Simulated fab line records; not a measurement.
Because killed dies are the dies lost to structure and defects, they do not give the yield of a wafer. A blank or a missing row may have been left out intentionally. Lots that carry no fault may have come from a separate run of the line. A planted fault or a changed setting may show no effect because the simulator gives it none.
Which tool was responsible? :: flow gf180mcu :: 13 lots, 39 wafers sampled, at 5 steps of a route of 602

WHAT EACH GAUGE READ, for each wafer
GF_STI_BOW_MEAS_00. Usual: INCOMING_BOW typically reads 0 um, with standard deviation 6.6.
lot: L674
measured: day 1 10:01
on: film metro-02
INCOMING_BOW (um): 4 -1 6
flag: 

lot: L675
measured: day 1 15:02
on: film metro-03
INCOMING_BOW (um): 2 1 -4
flag: 

lot: L680
measured: day 2 16:01
on: film metro-03
INCOMING_BOW (um): 4 13 2
flag: 

lot: L681
measured: day 2 21:00
on: film metro-03
INCOMING_BOW (um): 12 8 -4
flag: 

lot: L685
measured: day 3 17:00
on: film metro-01
INCOMING_BOW (um): -8 0 -10
flag: 

lot: L687
measured: day 4 03:01
on: film metro-03
INCOMING_BOW (um): -8 10 -12
flag: 

lot: L688
measured: day 4 08:01
on: film metro-01
INCOMING_BOW (um): -5 7 7
flag: 

lot: L690
measured: day 4 18:02
on: film metro-01
INCOMING_BOW (um): 7 10 11
flag: 

lot: L691
measured: day 4 23:00
on: film metro-01
INCOMING_BOW (um): -1 1 -1
flag: 

lot: L692
measured: day 5 04:04
on: film metro-01
INCOMING_BOW (um): 8 -4 11
flag: 

lot: L695
measured: day 5 19:00
on: film metro-02
INCOMING_BOW (um): -8 1 -16
flag: 

lot: L696
measured: day 6 00:00
on: film metro-03
INCOMING_BOW (um): -4 -4 2
flag: 

lot: L697
measured: day 6 05:02
on: film metro-03
INCOMING_BOW (um): 1 5 0
flag: 

GF_STI_THK_MEAS_30. Usual: STI_OXIDATION_02_THK typically reads 10.01 nm, with standard deviation 0.15.
lot: L674
measured: day 2 07:11
on: film metro-02
STI_OXIDATION_02_THK (nm): 9.57 9.88 9.96
flag: 

lot: L675
measured: day 2 14:16
on: film metro-01
STI_OXIDATION_02_THK (nm): 9.91 9.83 9.74
flag: 

lot: L680
measured: day 3 15:52
on: film metro-02
STI_OXIDATION_02_THK (nm): 10.01 10.06 10.02
flag: 

lot: L681
measured: day 3 20:25
on: film metro-03
STI_OXIDATION_02_THK (nm): 7.32 7.14 7.32
flag: OFF

lot: L685
measured: day 4 15:50
on: film metro-01
STI_OXIDATION_02_THK (nm): 7.19 7.35 7.16
flag: OFF

lot: L687
measured: day 5 01:55
on: film metro-02
STI_OXIDATION_02_THK (nm): 10.01 10.34 9.96
flag: 

lot: L688
measured: day 5 08:31
on: film metro-03
STI_OXIDATION_02_THK (nm): 10.28 10.33 10.40
flag: 

lot: L690
measured: day 5 17:11
on: film metro-02
STI_OXIDATION_02_THK (nm): 9.96 9.92 9.95
flag: 

lot: L691
measured: day 6 02:47
on: film metro-02
STI_OXIDATION_02_THK (nm): 10.15 10.23 10.02
flag: 

lot: L692
measured: day 6 04:13
on: film metro-01
STI_OXIDATION_02_THK (nm): 9.84 9.78 10.06
flag: 

lot: L695
measured: day 6 19:56
on: film metro-03
STI_OXIDATION_02_THK (nm): 10.11 10.11 9.94
flag: 

lot: L696
measured: day 7 01:26
on: film metro-03
STI_OXIDATION_02_THK (nm): 9.77 9.94 9.99
flag: 

lot: L697
measured: day 7 06:03
on: film metro-02
STI_OXIDATION_02_THK (nm): 9.87 9.81 9.87
flag: 

GF_MVSD_OVL_MEAS_07. Usual: MVSD_OVL typically reads 1.6 nm, with standard deviation 1.6.
lot: L674
measured: day 4 16:22
on: overlay-02
MVSD_OVL (nm): 0.5 3.0 1.2
flag: 

lot: L675
measured: day 5 01:44
on: overlay-02
MVSD_OVL (nm): 0.3 3.4 3.7
flag: 

lot: L680
measured: day 6 06:36
on: overlay-01
MVSD_OVL (nm): 0.4 0.0 -0.6
flag: 

lot: L681
measured: day 6 12:25
on: overlay-01
MVSD_OVL (nm): -1.8 -0.7 -0.5
flag: 

lot: L685
measured: day 7 10:40
on: overlay-01
MVSD_OVL (nm): 2.8 2.2 3.2
flag: 

lot: L687
measured: day 7 22:08
on: overlay-02
MVSD_OVL (nm): 4.2 1.9 1.8
flag: 

lot: L688
measured: day 8 06:53
on: overlay-01
MVSD_OVL (nm): -0.8 -0.7 1.8
flag: 

lot: L690
measured: day 8 15:43
on: overlay-02
MVSD_OVL (nm): 0.4 -0.1 -0.8
flag: 

lot: L691
measured: day 9 03:04
on: overlay-01
MVSD_OVL (nm): 2.6 -1.0 2.2
flag: 

lot: L692
measured: day 9 05:08
on: overlay-02
MVSD_OVL (nm): 0.0 0.7 -0.9
flag: 

lot: L695
measured: day 9 22:41
on: overlay-01
MVSD_OVL (nm): 0.4 2.0 3.8
flag: 

lot: L696
measured: day 10 06:19
on: overlay-02
MVSD_OVL (nm): 2.5 2.2 1.5
flag: 

lot: L697
measured: day 10 10:59
on: overlay-01
MVSD_OVL (nm): 1.3 0.1 2.1
flag: 

TOOL THAT RAN EACH LOT (tool first, then ch and the chambers of the sampled wafers, then the start)
lot: L674
GF_STI_CMP_25: cmp-02 ch 0,3, day 2 04:51
GF_STI_OXIDATION_29: furnace-02 ch 0, day 2 05:47

lot: L675
GF_STI_CMP_25: cmp-02 ch 0,1,3, day 2 11:34
GF_STI_OXIDATION_29: furnace-02 ch 0, day 2 12:52

lot: L680
GF_STI_CMP_25: cmp-01 ch 0,1,3, day 3 13:35
GF_STI_OXIDATION_29: furnace-02 ch 0, day 3 14:28

lot: L681
GF_STI_CMP_25: cmp-02 ch 0,1,3, day 3 18:14
GF_STI_OXIDATION_29: furnace-01 ch 0, day 3 19:01

lot: L685
GF_STI_CMP_25: cmp-02 ch 0,1,2, day 4 13:33
GF_STI_OXIDATION_29: furnace-01 ch 0, day 4 14:26

lot: L687
GF_STI_CMP_25: cmp-01 ch 0,1,3, day 4 23:08
GF_STI_OXIDATION_29: furnace-02 ch 0, day 5 00:31

lot: L688
GF_STI_CMP_25: cmp-02 ch 0,1,3, day 5 06:16
GF_STI_OXIDATION_29: furnace-02 ch 0, day 5 07:07

lot: L690
GF_STI_CMP_25: cmp-01 ch 0,1,3, day 5 14:53
GF_STI_OXIDATION_29: furnace-02 ch 0, day 5 15:46

lot: L691
GF_STI_CMP_25: cmp-01 ch 0,2,3, day 6 00:32
GF_STI_OXIDATION_29: furnace-02 ch 0, day 6 01:23

lot: L692
GF_STI_CMP_25: cmp-01 ch 0,3, day 6 01:44
GF_STI_OXIDATION_29: furnace-02 ch 0, day 6 02:47

lot: L695
GF_STI_CMP_25: cmp-02 ch 0,1,3, day 6 17:30
GF_STI_OXIDATION_29: furnace-02 ch 0, day 6 18:32

lot: L696
GF_STI_CMP_25: cmp-01 ch 0,2, day 6 22:22
GF_STI_OXIDATION_29: furnace-01 ch 0, day 7 00:02

lot: L697
GF_STI_CMP_25: cmp-01 ch 2,3, day 7 03:47
GF_STI_OXIDATION_29: furnace-02 ch 0, day 7 04:38
- GF_STI_CMP_25: polishes, stops on Si3N4, t overpolish 33 s, target thk 524.6 nm.
- GF_STI_OXIDATION_29: stabilise 600 s, purge 300 s, target thk 10 nm.

AS READ BY THE TOOLS THEMSELVES (means over the sampled wafers that have a number; for cases with no such wafer, the mark the record gives instead)
GF_STI_CMP_25. Usual: motor current A 11.7 A, standard deviation 1.3; overpolish run s 32.999 s, standard deviation 0.009; retaining ring pressure frac 1.000, standard deviation 0.0048; time to endpoint s 124 s, standard deviation 5.8.
lot: L674
tool: cmp-02
motor current A (A): 10.9
overpolish run s (s): 32.995
retaining ring pressure frac: 1.004
time to endpoint s (s): 130
flag: 

lot: L675
tool: cmp-02
motor current A (A): 12.5
overpolish run s (s): 33.012
retaining ring pressure frac: 0.999
time to endpoint s (s): 129
flag: 

lot: L680
tool: cmp-01
motor current A (A): 11.1
overpolish run s (s): 33.004
retaining ring pressure frac: 1.003
time to endpoint s (s): 123
flag: 

lot: L681
tool: cmp-02
motor current A (A): 11.8
overpolish run s (s): 33.002
retaining ring pressure frac: 1.000
time to endpoint s (s): 127
flag: 

lot: L685
tool: cmp-02
motor current A (A): 12.9
overpolish run s (s): 33.001
retaining ring pressure frac: 1.001
time to endpoint s (s): 130
flag: 

lot: L687
tool: cmp-01
motor current A (A): 11.3
overpolish run s (s): 32.993
retaining ring pressure frac: 1.000
time to endpoint s (s): 119
flag: 

lot: L688
tool: cmp-02
motor current A (A): 12.5
overpolish run s (s): 33.001
retaining ring pressure frac: 1.002
time to endpoint s (s): 132
flag: 

lot: L690
tool: cmp-01
motor current A (A): 11.0
overpolish run s (s): 33.000
retaining ring pressure frac: 0.996
time to endpoint s (s): 116
flag: 

lot: L691
tool: cmp-01
motor current A (A): 11.1
overpolish run s (s): 32.992
retaining ring pressure frac: 1.002
time to endpoint s (s): 114
flag: 

lot: L692
tool: cmp-01
motor current A (A): 11.5
overpolish run s (s): 32.997
retaining ring pressure frac: 1.003
time to endpoint s (s): 123
flag: 

lot: L695
tool: cmp-02
motor current A (A): 12.3
overpolish run s (s): 33.006
retaining ring pressure frac: 0.998
time to endpoint s (s): 136
flag: 

lot: L696
tool: cmp-01
motor current A (A): 11.3
overpolish run s (s): 32.999
retaining ring pressure frac: 0.993
time to endpoint s (s): 122
flag: 

lot: L697
tool: cmp-01
motor current A (A): 10.9
overpolish run s (s): 32.992
retaining ring pressure frac: 0.997
time to endpoint s (s): 123
flag: 

THE ANSWER, worked out from the rows above alone
Rule: a lot is off if the mean of its wafers that have a number lies more than 3 standard deviations from the usual mean. Also off: a lot with no number at a reading for which 4 or more lots have one. The other lots that the step has rows for count as sound. Order of review: gauges by route order, followed by the tools' own readings, for which a lot's mean as printed above is used. The first step at which some lot is off is used, and at that step the reading that is off furthest; a lot without a number counts as furthest.
Off: L681, L685, at GF_STI_THK_MEAS_30 (STI_OXIDATION_02_THK).
A tool fits if, at a process step before that reading, it ran every lot that is off, and no sound lot after the first of them. Gauges at GF_STI_THK_MEAS_30: tried the same way as those tools. No candidate that was tried fits.

WHAT WAS PUT IN BY THE SIMULATOR
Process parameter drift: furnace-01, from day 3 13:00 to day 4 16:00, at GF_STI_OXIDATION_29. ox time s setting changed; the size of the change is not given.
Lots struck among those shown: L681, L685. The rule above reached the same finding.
